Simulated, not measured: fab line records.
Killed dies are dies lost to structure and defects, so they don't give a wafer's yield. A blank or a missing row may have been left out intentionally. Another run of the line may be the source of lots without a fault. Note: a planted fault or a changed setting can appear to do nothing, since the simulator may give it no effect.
Which tool did it? -- flow gf180mcu -- 18 wafers from 6 lots sampled at 2 of the route's 602 steps

WHAT THE GAUGES READ, wafer by wafer
GF_V1_CD_MEAS_14: target cd 260 nm.
lot,measured,on,cd-nm (nm)
L906,day 18 23:44,cd-sem-02,259.6 260.4 259.8
L909,day 19 22:44,cd-sem-01,256.6 257.6 257.9
L916,day 22 12:49,cd-sem-02,259.5 260.7 261.1
L923,day 25 04:05,cd-sem-02,242.9 242.6 242.3
L926,day 26 02:21,cd-sem-02,243.5 244.5 244.2
L928,day 26 10:21,cd-sem-02,259.8 259.7 259.4

WHAT TOOL EACH LOT RAN ON (gives the tool, then ch and the chambers of the sampled wafers, and finally the start)
lot,GF_V1_PEB_12
L906,"litho-track-01 ch 0, day 18 23:23"
L909,"litho-track-04 ch 0, day 19 22:23"
L916,"litho-track-04 ch 0, day 22 12:29"
L923,"litho-track-04 ch 0, day 25 03:44"
L926,"litho-track-04 ch 0, day 26 02:01"
L928,"litho-track-01 ch 0, day 26 10:01"
- GF_V1_PEB_12: peb time 90 s.

THE ANSWER, worked out from the rows above alone
Rule: the lots themselves supply what counts as usual. Put in order of their means at a reading, lots are off if they are a third of the lots or fewer, leave a main group of 4 or more, and stand apart from it by a gap of 3 or more times the standard deviation of the main group's means; of several such gaps the widest counts. A main group whose means are all the same, to the digits that the tables above print for the reading, isn't used. A lot without any number at a reading at which 4 lots or more have one is off too. All remaining lots with rows at the step are treated as sound.
Off at GF_V1_CD_MEAS_14 (cd-nm): L923, L926. For the main group the mean is 259.3 nm and the standard deviation 1.2.
If a tool, at a process step before that reading, ran all the lots that are off and no sound lot after the first of them, it fits. Those tools and the gauges at GF_V1_CD_MEAS_14 are tried in the same way. One fits: GF_V1_PEB_12 on litho-track-04. Its last sound lot is L916 (day 22 12:29), its first lot that is off L923 (day 25 03:44): a fault that began between those two fits.

WHAT HAD BEEN PUT IN BY THE SIMULATOR
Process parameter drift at GF_V1_PEB_12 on litho-track-04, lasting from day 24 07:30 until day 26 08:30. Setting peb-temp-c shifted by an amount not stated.
Struck lots among those shown: L923, L926. The rule above reached the same finding.
